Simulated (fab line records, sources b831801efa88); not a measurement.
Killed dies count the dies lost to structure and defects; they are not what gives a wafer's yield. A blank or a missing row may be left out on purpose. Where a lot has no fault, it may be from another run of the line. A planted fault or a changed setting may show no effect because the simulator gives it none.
A struck lot beside a sound one / flow sky130 / 20 out of 708 route steps
Sound: the wafers L808.1, L808.3, L808.6. Struck: wafer L814.3; the same lot's L814.6 was not struck, so it is left out; see the end for the cause.
At each step with rows: each side's tool, then ch and its chambers, then its first start. Under that, the readings that differ: sound wafers / struck wafers / difference of the means / sigmas: that difference in standard deviations of wafers without a fault.
alike: readings with means less than 2 such deviations apart, plus words and numbers identical on both sides. not compared: withheld readings, readings lacking a value on some wafer, bounds such as >300 that could conceal the same value, and numbers that have no deviation in the record and whose values overlap.
Wherever a step has rows on one side only, a row that says differs or no value, or a row with sigmas, the two part there. Numbers that have no deviation but don't overlap get no sigmas and don't part them. A reading missing from all wafers of one side parts the sides only when that side holds two or more wafers.

first, 6 steps without rows for these wafers: SKY_VT_ADJUST_PCH_HMDS_01 (prime time 60 s); SKY_VT_ADJUST_PCH_COAT_02 (resist thk 3000 nm); SKY_VT_ADJUST_PCH_SOFTBAKE_03; SKY_VT_ADJUST_PCH_EXPOSE_04 (exposes mask NWM, target cd 840 nm); SKY_VT_ADJUST_PCH_PEB_05; SKY_VT_ADJUST_PCH_DEVELOP_06 (develop time 60 s).
SKY_VT_ADJUST_PCH_OVL_MEAS_07:
  sound: overlay-02 at day 13 17:44; struck: overlay-01 at day 15 20:35
  alike: VT_ADJUST_PCH_OVL
after that, 1 step had no rows for these wafers: SKY_VT_ADJUST_PCH_IMPLANT_08.
SKY_VT_ADJUST_PCH_STRIP_09: strips in O2/N2.
  sound on plasma-asher-02 ch 0,1, day 13 17:56; struck on plasma-asher-02 ch 0, day 15 20:47
reading=strip-time-to-endpoint-s (s); sound=37.08 37.02 36.99; struck=36.80; difference=-0.23; sigmas=-2
  alike: drypump-motor-current-A, oes-product-au
  not compared: rf-hours-counter-h
SKY_VT_ADJUST_PCH_TW_MEAS_10:
  sound: film-metro-03 at day 13 18:02; struck: film-metro-02 at day 15 20:53
  alike: VT_ADJUST_PCH_TW
then, 2 steps without rows for these wafers: SKY_SONOS_TUNNEL_DEHYDRATE_00 (time 60 s); SKY_SONOS_TUNNEL_HMDS_01 (prime time 60 s).
SKY_SONOS_TUNNEL_COAT_02: resist thk 1140 nm.
  sound on litho-track-03 ch 0, day 14 06:17; struck on litho-track-02 ch 0, day 16 09:55
reading=model.NOVOLAK_of_SONOS_TUNNEL_COAT_02.thk-nm (nm); sound=1143 1140 1137; struck=1006; difference=-134; sigmas=
then, 3 steps without rows for these wafers: SKY_SONOS_TUNNEL_SOFTBAKE_03 (time 60 s); SKY_SONOS_TUNNEL_EXPOSE_04 (exposes mask TUNM, target cd 410 nm); SKY_SONOS_TUNNEL_PEB_05.
SKY_SONOS_TUNNEL_DEVELOP_06: develop time 60 s.
  sound on litho-track-03 ch 0, day 14 19:08; struck on litho-track-02 ch 0, day 16 23:40
reading=model.NOVOLAK_of_SONOS_TUNNEL_COAT_02.thk-nm (nm); sound=1142 1139 1137; struck=1005; difference=-134; sigmas=
SKY_SONOS_TUNNEL_CD_MEAS_07 targets a cd of 410 nm.
  sound: cd-sem-01 at day 14 19:17; struck: cd-sem-02 at day 16 23:48
reading=cd-nm (nm); sound=408.2 408.8 407.6; struck=420.5; difference=+12.3; sigmas=+6
SKY_SONOS_TUNNEL_OVL_MEAS_08:
  sound: overlay-01 at day 14 19:25; struck: overlay-02 at day 16 23:53
  alike: SONOS_TUNNEL_OVL
after that, 1 step had no rows for these wafers: SKY_PAD_OPEN_PROBE_99.

## WHERE THEY PART
Earliest at SKY_VT_ADJUST_PCH_STRIP_09; latest, in this record, at SKY_SONOS_TUNNEL_CD_MEAS_07. Later steps at which nothing parts them and some readings are alike: SKY_SONOS_TUNNEL_OVL_MEAS_08.

WHY: whatever the simulator had introduced
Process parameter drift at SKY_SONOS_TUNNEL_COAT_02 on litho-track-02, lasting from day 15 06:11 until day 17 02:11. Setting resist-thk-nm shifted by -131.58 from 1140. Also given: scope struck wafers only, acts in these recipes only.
